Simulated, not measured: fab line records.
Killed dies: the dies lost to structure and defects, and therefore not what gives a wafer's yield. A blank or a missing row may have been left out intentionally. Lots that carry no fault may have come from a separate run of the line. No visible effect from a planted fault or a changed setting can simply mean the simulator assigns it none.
Which tool did it? ; flow gf180mcu ; 13 lots with 39 wafers sampled at 6 steps, on a route of 602 steps

## WHAT EACH GAUGE READ, for each wafer
GF_POLY_GATE_CD_MEAS_18.
lot;measured;on;cd_nm (nm)
L756;day 10 03:10;cd_sem-01;282.7 282.1 281.1
L758;day 10 13:08;cd_sem-01;282.0 278.0 279.2
L762;day 11 05:07;cd_sem-02;277.8 278.1 278.3
L761;day 11 06:08;cd_sem-01;282.5 282.4 280.1
L764;day 11 17:44;cd_sem-01;279.0 279.5 281.9
L763;day 11 21:19;cd_sem-01;281.9 280.8 280.0
L766;day 12 05:58;cd_sem-02;278.8 281.8 278.4
L769;day 13 04:44;cd_sem-02;279.6 281.3 280.5
L774;day 14 13:25;cd_sem-02;280.5 279.9 277.9
L776;day 15 04:46;cd_sem-02;278.3 279.5 279.6
L777;day 15 09:28;cd_sem-01;279.8 278.4 280.9
L778;day 15 14:32;cd_sem-01;280.8 280.9 281.1
L779;day 15 21:55;cd_sem-01;279.4 279.9 281.3

GF_HV_LDD_OVL_MEAS_08.
lot;measured;on;HV_LDD_OVL (nm)
L756;day 10 20:37;overlay-02;-1.5 -2.4 -2.7
L758;day 11 07:37;overlay-02;-1.9 -1.8 -1.4
L762;day 11 23:25;overlay-02;-3.4 -2.9 -1.3
L761;day 12 00:43;overlay-01;-2.2 -1.8 -3.1
L764;day 12 12:43;overlay-02;-3.9 -2.6 -4.1
L763;day 12 16:28;overlay-01;-0.7 -0.6 -1.3
L766;day 13 01:16;overlay-02;-2.1 -0.2 -4.2
L769;day 14 00:25;overlay-01;-1.9 -4.1 -2.7
L774;day 15 10:40;overlay-02;-2.5 -1.8 -3.3
L776;day 16 02:40;overlay-01;0.1 0.4 0.4
L777;day 16 07:04;overlay-02;-1.4 -3.3 -1.9
L778;day 16 12:34;overlay-02;-2.4 -0.6 1.3
L779;day 16 19:29;overlay-02;-3.6 -2.5 -2.7

GF_HV_LDD_CD_MEAS_46: target cd 400 nm.
lot;measured;on;cd_nm (nm)
L756;day 13 04:17;cd_sem-01;400.8 398.5 399.3
L758;day 13 17:44;cd_sem-01;398.0 399.1 398.3
L762;day 14 09:35;cd_sem-01;392.6 394.8 398.2
L761;day 14 12:22;cd_sem-01;396.4 397.8 394.9
L764;day 15 00:02;cd_sem-01;399.9 398.9 398.2
L763;day 15 05:38;cd_sem-01;385.0 386.2 385.4
L766;day 15 15:20;cd_sem-02;383.1 382.0 383.7
L769;day 16 16:45;cd_sem-02;392.9 393.8 394.1
L774;day 18 07:05;cd_sem-01;403.4 402.7 404.4
L776;day 19 01:49;cd_sem-02;397.3 396.8 398.8
L777;day 19 05:58;cd_sem-01;399.0 397.6 395.7
L778;day 19 13:57;cd_sem-02;395.3 397.6 397.7
L779;day 19 19:06;cd_sem-02;392.8 397.1 396.3

GF_HV_LDD_THK_MEAS_55.
lot;measured;on;HV_LDD_CVD_54_THK (nm)
L756;day 13 07:19;film_metro-01;10.25 10.11 10.14
L758;day 13 19:26;film_metro-02;10.00 10.00 10.00
L762;day 14 11:22;film_metro-02;9.98 9.99 9.99
L761;day 14 14:05;film_metro-03;10.06 10.09 10.00
L764;day 15 01:46;film_metro-03;10.02 9.98 9.91
L763;day 15 08:35;film_metro-03;9.94 9.81 9.93
L766;day 15 18:35;film_metro-03;10.06 10.09 9.96
L769;day 16 19:05;film_metro-01;9.78 9.71 9.65
L774;day 18 08:49;film_metro-02;9.95 9.93 10.02
L776;day 19 03:31;film_metro-01;9.94 9.87 9.82
L777;day 19 07:43;film_metro-02;10.02 10.01 10.11
L778;day 19 15:40;film_metro-03;9.77 9.96 9.75
L779;day 19 20:48;film_metro-01;9.84 9.82 9.97

## TOOL THAT RAN EACH LOT (tool first, then ch and the chambers of the sampled wafers, then the start)
lot;GF_HV_LDD_COAT_41;GF_HV_LDD_STRIP_49
L756;litho_track-03 ch 0, day 12 18:50;plasma_asher-01 ch 0,1, day 13 04:36
L758;litho_track-03 ch 0, day 13 08:14;plasma_asher-02 ch 0,1, day 13 18:02
L762;litho_track-01 ch 0, day 13 23:41;plasma_asher-02 ch 0,1, day 14 09:57
L761;litho_track-01 ch 0, day 14 01:55;plasma_asher-04 ch 0,1, day 14 12:38
L764;litho_track-01 ch 0, day 14 13:44;plasma_asher-02 ch 0, day 15 00:20
L763;litho_track-01 ch 0, day 14 18:23;plasma_asher-01 ch 0,1, day 15 05:56
L766;litho_track-01 ch 0, day 15 04:08;plasma_asher-01 ch 0,1, day 15 15:39
L769;litho_track-02 ch 0, day 16 06:13;plasma_asher-01 ch 0, day 16 17:02
L774;litho_track-02 ch 0, day 17 19:23;plasma_asher-04 ch 0,1, day 18 07:24
L776;litho_track-02 ch 0, day 18 13:16;plasma_asher-04 ch 0,1, day 19 02:05
L777;litho_track-03 ch 0, day 18 17:28;plasma_asher-04 ch 0,1, day 19 06:14
L778;litho_track-02 ch 0, day 19 01:13;plasma_asher-04 ch 0,1, day 19 14:14
L779;litho_track-01 ch 0, day 19 07:01;plasma_asher-01 ch 0,1, day 19 19:23
- GF_HV_LDD_COAT_41: resist thk 1000 nm.
- GF_HV_LDD_STRIP_49: strips in O2/N2.

## WHAT THE TOOLS THEMSELVES READ (means of the sampled wafers that have a number; where no wafer has one, the mark that the record gives instead)
GF_HV_LDD_COAT_41.
lot;tool;spin_speed_rpm (rpm)
L756;litho_track-03;3001.1
L758;litho_track-03;3003.0
L762;litho_track-01;2999.4
L761;litho_track-01;2999.9
L764;litho_track-01;2999.2
L763;litho_track-01;2265.8
L766;litho_track-01;2263.3
L769;litho_track-02;2999.5
L774;litho_track-02;3000.9
L776;litho_track-02;2999.9
L777;litho_track-03;3000.3
L778;litho_track-02;3001.4
L779;litho_track-01;2999.4

GF_HV_LDD_STRIP_49.
lot;tool;drypump_motor_current_A (A);heater_power_w (W);oes_product_au (a.u.);strip_time_to_endpoint_s (s)
L756;plasma_asher-01;5.6;304;0.714;12.61
L758;plasma_asher-02;5.4;308;0.711;12.64
L762;plasma_asher-02;5.4;324;0.712;12.64
L761;plasma_asher-04;5.7;368;0.716;12.67
L764;plasma_asher-02;5.5;298;0.712;12.65
L763;plasma_asher-01;5.5;312;0.713;14.32
L766;plasma_asher-01;5.5;314;0.713;14.30
L769;plasma_asher-01;5.4;315;0.710;12.63
L774;plasma_asher-04;6.0;347;0.717;12.66
L776;plasma_asher-04;5.7;368;0.720;12.61
L777;plasma_asher-04;5.9;341;0.717;12.60
L778;plasma_asher-04;5.7;374;0.719;12.57
L779;plasma_asher-01;5.5;311;0.720;12.64

## THE ANSWER, worked out from the rows above alone
Rule: the lots themselves supply what counts as usual. The widest of any qualifying gaps counts: lots, ordered by their means at a reading, are off when they make up no more than a third of the lots, leave a main group of 4 or more, and stand apart from it by 3 or more times the standard deviation of that group's means. The tables above print the reading to a certain number of digits; a main group whose means all agree to those digits is not used. Also off: a lot with no number at a reading for which 4 or more lots have one. The other lots that the step has rows for count as sound. The gauges are gone through in route order, then the tools' own readings, and for those a lot's mean is taken as printed above. At the first step where some lot is off, the reading lying furthest off is the one used; lots without a number count as furthest.
Off: L763, L766, at GF_HV_LDD_CD_MEAS_46 (cd_nm). The main group: mean 397.5 nm, standard deviation 2.5.
If a tool, at a process step before that reading, ran all the lots that are off and no sound lot after the first of them, it fits. The gauges at GF_HV_LDD_CD_MEAS_46 aren't tried: what is off there is off at GF_HV_LDD_COAT_41 too, on other tools, and a gauge's error can't cause that. Not one of the candidates tried fits.

## WHAT THE SIMULATOR HAD INSERTED
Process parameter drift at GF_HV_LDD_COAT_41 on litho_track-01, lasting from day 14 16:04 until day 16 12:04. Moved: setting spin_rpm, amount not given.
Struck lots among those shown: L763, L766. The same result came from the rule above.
